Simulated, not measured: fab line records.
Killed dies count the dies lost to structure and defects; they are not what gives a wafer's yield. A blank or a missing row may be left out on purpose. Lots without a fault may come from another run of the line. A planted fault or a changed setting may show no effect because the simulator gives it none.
Which tool did it?    flow sky130    11 lots, 33 wafers sampled, at 5 steps of a route of 708

== WHAT EACH GAUGE READ, for each wafer ==
No reading from a measuring or inspecting step in the record can be judged against a usual standard deviation.

== TOOL THAT RAN EACH LOT (tool first, then ch and the chambers of the sampled wafers, then the start) ==
lot   SKY_METAL3_ETCH_16                SKY_METAL5_SPUTTER_01        SKY_METAL5_SPUTTER_03        SKY_PAD_OPEN_ETCH_07               SKY_PAD_OPEN_PROBE_99
L852  rieMetal-01 ch 0, day 40 00:44    pvdSputter-03, day 44 11:44  pvdSputter-03, day 44 11:50  rieDiel-03 ch 2,3, day 47 08:02    prober-02, day 47 10:25
L853  rieMetal-01 ch 0,1, day 40 05:02  pvdSputter-04, day 44 16:13  pvdSputter-04, day 44 16:17  rieDiel-02 ch 0,1,2, day 47 11:29  -
L854  rieMetal-01 ch 0,1, day 41 01:58  pvdSputter-02, day 45 09:52  pvdSputter-02, day 45 09:56  rieDiel-03 ch 0,3, day 48 03:59    -
L855  rieMetal-01 ch 0,1, day 41 14:40  pvdSputter-03, day 45 20:49  pvdSputter-03, day 45 20:53  rieDiel-01 ch 1,2, day 48 14:15    prober-01, day 48 16:41
L856  rieMetal-04 ch 0,1, day 41 21:13  pvdSputter-03, day 46 02:58  pvdSputter-03, day 46 03:02  rieDiel-01 ch 0,1, day 48 18:56    prober-02, day 48 21:26
L858  rieMetal-02 ch 0,1, day 42 07:26  pvdSputter-04, day 46 10:05  pvdSputter-04, day 46 10:10  rieDiel-01 ch 2,3, day 49 02:44    -
L859  rieMetal-04 ch 0,1, day 42 15:17  pvdSputter-03, day 46 18:43  pvdSputter-03, day 46 18:48  rieDiel-01 ch 0,3, day 49 10:45    -
L860  rieMetal-02 ch 0,1, day 42 18:14  pvdSputter-04, day 46 19:37  pvdSputter-04, day 46 19:41  rieDiel-02 ch 1,3, day 49 11:06    prober-02, day 49 13:27
L861  rieMetal-04 ch 0,1, day 43 06:05  pvdSputter-04, day 47 08:25  pvdSputter-04, day 47 08:29  rieDiel-02 ch 1,2, day 49 21:51    prober-01, day 50 00:13
L865  rieMetal-02 ch 0,1, day 44 08:31  pvdSputter-03, day 48 07:52  pvdSputter-03, day 48 07:57  rieDiel-01 ch 0,1,3, day 50 19:51  prober-01, day 50 22:16
L874  rieMetal-04 ch 0,1, day 46 15:23  pvdSputter-02, day 50 07:33  pvdSputter-02, day 50 07:37  rieDiel-01 ch 0,1,2, day 52 11:41  prober-01, day 52 14:04
- SKY_METAL3_ETCH_16: etches BARC in N2/H2, stops on SiO2, time 88.2 s, target depth 60 nm.
- SKY_METAL5_SPUTTER_01: material TiN, target thk 20 nm, time 16.7 s.
- SKY_METAL5_SPUTTER_03: material Ti, target thk 5 nm, time 3.3 s.
- SKY_PAD_OPEN_ETCH_07: etches the open film in CF4/O2, stops on AlCu, target depth 725 nm, time 161.1 s.
- SKY_PAD_OPEN_PROBE_99

== WHAT THE TOOLS THEMSELVES READ (means of the sampled wafers that have a number; where no wafer has one, the mark that the record gives instead) ==
SKY_METAL3_ETCH_16. Usual: chamberPressureMTorr 30.000 mTorr, standard deviation 0.026; drypumpMotorCurrentA 5.8 A, standard deviation 0.34; h2FlowSccm 199.9 sccm, standard deviation 0.64; oesProductAu 0.626 a.u., standard deviation 0.0047; throttleValvePct 13.205 %, standard deviation 0.0087.
lot   tool         chamberPressureMTorr (mTorr)  drypumpMotorCurrentA (A)  h2FlowSccm (sccm)  oesProductAu (a.u.)  throttleValvePct (%)  flag
L852  rieMetal-01  29.970                        5.2                       200.1              0.627                13.202                
L853  rieMetal-01  29.961                        5.5                       200.1              0.626                13.204                
L854  rieMetal-01  30.000                        5.8                       199.9              0.627                13.212                
L855  rieMetal-01  29.989                        5.5                       199.3              0.624                13.202                
L856  rieMetal-04  30.012                        5.9                       200.9              0.629                13.206                
L858  rieMetal-02  29.999                        6.0                       199.8              0.623                13.209                
L859  rieMetal-04  30.001                        6.1                       199.8              0.627                13.209                
L860  rieMetal-02  29.995                        5.9                       199.6              0.624                13.209                
L861  rieMetal-04  30.020                        6.1                       199.8              0.627                13.203                
L865  rieMetal-02  29.996                        5.9                       199.4              0.629                13.201                
L874  rieMetal-04  29.979                        6.0                       200.1              0.617                13.211                

SKY_METAL5_SPUTTER_01. Usual: throttleValvePct 30.2 %, standard deviation 1.1.
lot   tool           throttleValvePct (%)  flag
L852  pvdSputter-03  29.7                  
L853  pvdSputter-04  30.5                  
L854  pvdSputter-02  30.4                  
L855  pvdSputter-03  28.6                  
L856  pvdSputter-03  29.5                  
L858  pvdSputter-04  30.3                  
L859  pvdSputter-03  29.4                  
L860  pvdSputter-04  29.7                  
L861  pvdSputter-04  30.2                  
L865  pvdSputter-03  28.8                  
L874  pvdSputter-02  31.9                  

SKY_METAL5_SPUTTER_03. Usual: throttleValvePct 30.1 %, standard deviation 1.1.
lot   tool           throttleValvePct (%)  flag
L852  pvdSputter-03  29.7                  
L853  pvdSputter-04  30.5                  
L854  pvdSputter-02  30.4                  
L855  pvdSputter-03  28.5                  
L856  pvdSputter-03  29.6                  
L858  pvdSputter-04  30.1                  
L859  pvdSputter-03  29.2                  
L860  pvdSputter-04  29.9                  
L861  pvdSputter-04  30.1                  
L865  pvdSputter-03  28.9                  
L874  pvdSputter-02  31.8                  

SKY_PAD_OPEN_ETCH_07. Usual: chamberPressureMTorr 149.99 mTorr, standard deviation 0.12; drypumpMotorCurrentA 5.7 A, standard deviation 0.35; oesProductAu 0.969 a.u., standard deviation 0.0068; throttleValvePct 5.962 %, standard deviation 0.0093.
lot   tool        chamberPressureMTorr (mTorr)  drypumpMotorCurrentA (A)  oesProductAu (a.u.)  throttleValvePct (%)  flag
L852  rieDiel-03  149.90                        5.7                       0.963                5.956                 
L853  rieDiel-02  150.03                        5.7                       0.972                5.968                 
L854  rieDiel-03  150.04                        5.8                       0.970                5.965                 
L855  rieDiel-01  150.09                        5.6                       0.968                5.957                 
L856  rieDiel-01  150.01                        6.0                       0.968                5.966                 
L858  rieDiel-01  149.89                        5.2                       0.963                5.967                 
L859  rieDiel-01  150.06                        5.8                       0.968                5.960                 
L860  rieDiel-02  150.07                        5.4                       0.960                5.955                 
L861  rieDiel-02  149.98                        5.9                       0.967                5.963                 
L865  rieDiel-01  149.93                        5.7                       0.971                5.968                 
L874  rieDiel-01  150.11                        5.9                       0.973                5.959                 

SKY_PAD_OPEN_PROBE_99. Usual: defectLimitedYield 82.5 %, standard deviation 1.9; killed_at_M0_to_M3 44, standard deviation 7.1; killed_at_M4_up 3.3, standard deviation 1.9; killedAtContacts 24, standard deviation 5.3; killedAtFrontEnd 15, standard deviation 4.5; killedAtOther 0.3, standard deviation 0.55; killedDies 86, standard deviation 9.5; killedOnRim 16, standard deviation 3.7; killedOpen 46, standard deviation 7.3; killedShort 39, standard deviation 6.4; sort_bin_3_pad_short 0.9 %, standard deviation 0.43; sort_bin_5_function 10.3 %, standard deviation 1.4; sort_bin_6_memory 6.3 %, standard deviation 1; sortNPass 406, standard deviation 9.5; sortYieldPct 82.5 %, standard deviation 1.9.
lot   tool       defectLimitedYield (%)  killed_at_M0_to_M3  killed_at_M4_up  killedAtContacts  killedAtFrontEnd  killedAtOther  killedDies  killedOnRim  killedOpen  killedShort  sort_bin_3_pad_short (%)  sort_bin_5_function (%)  sort_bin_6_memory (%)  sortNPass  sortYieldPct (%)  flag
L852  prober-02  85.5                    42                  1.7              18                9                 0.0            71          13           32          39           0.9                       8.7                      5.0                    421        85.5              
L855  prober-01  80.9                    52                  3.3              27                11                0.3            94          16           50          44           1.3                       11.4                     6.4                    398        80.9              
L856  prober-02  82.3                    47                  3.0              24                13                0.0            87          15           48          39           0.8                       11.1                     5.8                    405        82.3              
L860  prober-02  82.6                    43                  3.7              27                12                0.3            85          17           47          39           0.8                       9.9                      6.6                    407        82.6              
L861  prober-01  82.2                    46                  2.7              23                16                0.3            88          18           46          42           1.1                       9.9                      6.8                    404        82.2              
L865  prober-01  81.4                    44                  4.0              31                13                0.0            91          13           50          41           0.7                       11.1                     6.8                    401        81.4              
L874  prober-01  79.4                    57                  2.0              26                16                0.3            102         25           54          37           1.8                       11.5                     7.3                    390        79.4              

== THE ANSWER, worked out from the rows above alone ==
Rule: lot off if the mean of its wafers having a number is beyond 3 standard deviations from the usual mean. Also off: a lot with no number at a reading for which 4 or more lots have one. Where the step has rows for the other lots, those lots are counted as sound. Order of review: gauges by route order, followed by the tools' own readings, for which a lot's mean as printed above is used. At the first step where some lot is off, the reading lying furthest off is the one used; lots without a number count as furthest.
No lot is off at any reading shown: from this, nothing can be told.

== WHAT HAD BEEN PUT IN BY THE SIMULATOR ==
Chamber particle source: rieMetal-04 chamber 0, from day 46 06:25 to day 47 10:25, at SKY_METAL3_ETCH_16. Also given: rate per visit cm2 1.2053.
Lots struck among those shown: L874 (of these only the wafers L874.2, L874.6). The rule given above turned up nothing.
